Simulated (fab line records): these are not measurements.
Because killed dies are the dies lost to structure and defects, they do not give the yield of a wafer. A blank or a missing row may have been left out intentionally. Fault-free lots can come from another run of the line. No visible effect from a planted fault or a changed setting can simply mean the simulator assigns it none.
What tool caused it? | flow gf180mcu | 7 lots with 21 wafers sampled at 2 steps, on a route of 602 steps

WHAT THE GAUGES SHOWED, per wafer
GF_HV_LDD_THK_MEAS_55.
lot  | measured     | on           | HV_LDD_CVD_54_THK (nm)
L462 | day 12 18:10 | filmMetro-02 | 10.01 9.96 9.83
L465 | day 13 19:18 | filmMetro-04 | 14.05 14.04 14.08
L467 | day 14 12:58 | filmMetro-04 | 14.11 14.16 14.22
L475 | day 17 05:35 | filmMetro-04 | 9.84 9.78 9.89
L477 | day 17 16:29 | filmMetro-04 | 9.88 10.04 10.03
L480 | day 18 17:54 | filmMetro-02 | 9.93 10.02 10.08
L482 | day 19 15:25 | filmMetro-02 | 10.15 10.21 10.12

TOOL THAT RAN EACH LOT (tool first, then ch and the chambers of the sampled wafers, then the start)
lot  | GF_HV_LDD_CVD_54
L462 | lpcvd-02 ch 0, day 12 17:08
L465 | lpcvd-02 ch 1, day 13 18:16
L467 | lpcvd-02 ch 1, day 14 11:56
L475 | lpcvd-02 ch 1, day 17 04:04
L477 | lpcvd-02 ch 1, day 17 14:56
L480 | lpcvd-02 ch 0, day 18 16:53
L482 | lpcvd-01 ch 0, day 19 14:23
- GF_HV_LDD_CVD_54: deposits SiO2 from TEOS, target thk 10 nm, time 75 s.

THE ANSWER, worked out from the rows above alone
Rule: usual is defined by the lots themselves. The widest of any qualifying gaps counts: lots, ordered by their means at a reading, are off when they make up no more than a third of the lots, leave a main group of 4 or more, and stand apart from it by 3 or more times the standard deviation of that group's means. A main group is skipped when, at the precision printed for the reading in the tables above, its means are all equal. Also off: a lot with no number at a reading for which 4 or more lots have one. Where the step has rows for the other lots, those lots are counted as sound.
Off: at GF_HV_LDD_THK_MEAS_55 (HV_LDD_CVD_54_THK), L465, L467. The main group: mean 9.98 nm, standard deviation 0.11.
A tool fits if, at a process step before that reading, it ran every lot that is off, and no sound lot after the first of them. Those tools and the gauges at GF_HV_LDD_THK_MEAS_55 are tried in the same way. Of those tried, none fits.

WHAT THE SIMULATOR HAD INSERTED
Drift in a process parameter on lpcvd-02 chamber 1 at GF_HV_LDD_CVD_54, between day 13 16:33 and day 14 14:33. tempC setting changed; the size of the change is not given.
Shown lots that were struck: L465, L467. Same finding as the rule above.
